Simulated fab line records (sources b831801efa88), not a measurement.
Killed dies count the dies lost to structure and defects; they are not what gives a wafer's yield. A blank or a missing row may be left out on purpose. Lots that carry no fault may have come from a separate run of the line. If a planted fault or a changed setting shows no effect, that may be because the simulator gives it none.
Matching of chambers / flow sky130 / SKY_CONTACT_CMP_04 on cmp-02 has 4 sister chambers
The step polishes SiO2. 8 wafers are shown with their chamber, then 12 later ones without.

== EACH WAFER AND ITS CHAMBER ==
wafer=L082.4; chamber=1; motor_current_A (A)=12.0; time_to_endpoint_s (s)=76
wafer=L088.6; chamber=1; motor_current_A (A)=12.1; time_to_endpoint_s (s)=79
wafer=L089.2; chamber=0; motor_current_A (A)=12.3; time_to_endpoint_s (s)=85
wafer=L089.5; chamber=2; motor_current_A (A)=13.5; time_to_endpoint_s (s)=86
wafer=L089.6; chamber=3; motor_current_A (A)=12.5; time_to_endpoint_s (s)=82
wafer=L090.1; chamber=2; motor_current_A (A)=13.5; time_to_endpoint_s (s)=81
wafer=L090.2; chamber=3; motor_current_A (A)=12.5; time_to_endpoint_s (s)=74
wafer=L090.6; chamber=0; motor_current_A (A)=12.4; time_to_endpoint_s (s)=88

== WAFERS MISSING THEIR CHAMBER ==
wafer=L093.2; motor_current_A (A)=12.2; time_to_endpoint_s (s)=82
wafer=L093.5; motor_current_A (A)=14.3; time_to_endpoint_s (s)=88
wafer=L093.6; motor_current_A (A)=11.5; time_to_endpoint_s (s)=72
wafer=L094.1; motor_current_A (A)=12.1; time_to_endpoint_s (s)=84
wafer=L094.2; motor_current_A (A)=12.3; time_to_endpoint_s (s)=81
wafer=L094.4; motor_current_A (A)=12.6; time_to_endpoint_s (s)=76
wafer=L095.3; motor_current_A (A)=12.1; time_to_endpoint_s (s)=85
wafer=L095.5; motor_current_A (A)=12.9; time_to_endpoint_s (s)=75
wafer=L095.6; motor_current_A (A)=13.5; time_to_endpoint_s (s)=86
wafer=L097.2; motor_current_A (A)=11.6; time_to_endpoint_s (s)=78
wafer=L097.3; motor_current_A (A)=11.7; time_to_endpoint_s (s)=84
wafer=L097.4; motor_current_A (A)=14.0; time_to_endpoint_s (s)=86

== EACH ONE'S CHAMBER ==
wafer=L093.2; from the rows above=can't be placed: 1 or 0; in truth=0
wafer=L093.5; from the rows above=2; in truth=2
wafer=L093.6; from the rows above=1; in truth=1
wafer=L094.1; from the rows above=1; in truth=1
wafer=L094.2; from the rows above=0; in truth=0
wafer=L094.4; from the rows above=3; in truth=3
wafer=L095.3; from the rows above=1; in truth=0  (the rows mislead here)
wafer=L095.5; from the rows above=3; in truth=3
wafer=L095.6; from the rows above=2; in truth=2
wafer=L097.2; from the rows above=1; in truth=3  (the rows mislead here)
wafer=L097.3; from the rows above=1; in truth=1
wafer=L097.4; from the rows above=2; in truth=2
Correctly placed: 9 of 12. These rows do not allow placing 1 (true chamber among the candidates in 1). Number placed wrongly: 2.
How it was worked out, from the rows above alone: a wafer's distance from a chamber is the root of the sum, over the readings, of the square of ((its reading less the chamber's mean) divided by the reading's scatter). The wafer belongs to the nearest chamber; if the next one is less than 2 further off, it can't be placed. The mean given for a chamber averages the wafers shown for that chamber. The scatter: the root of (the sum of the squares of (reading less its chamber's mean) over the shown wafers, divided by (wafers less chambers)).
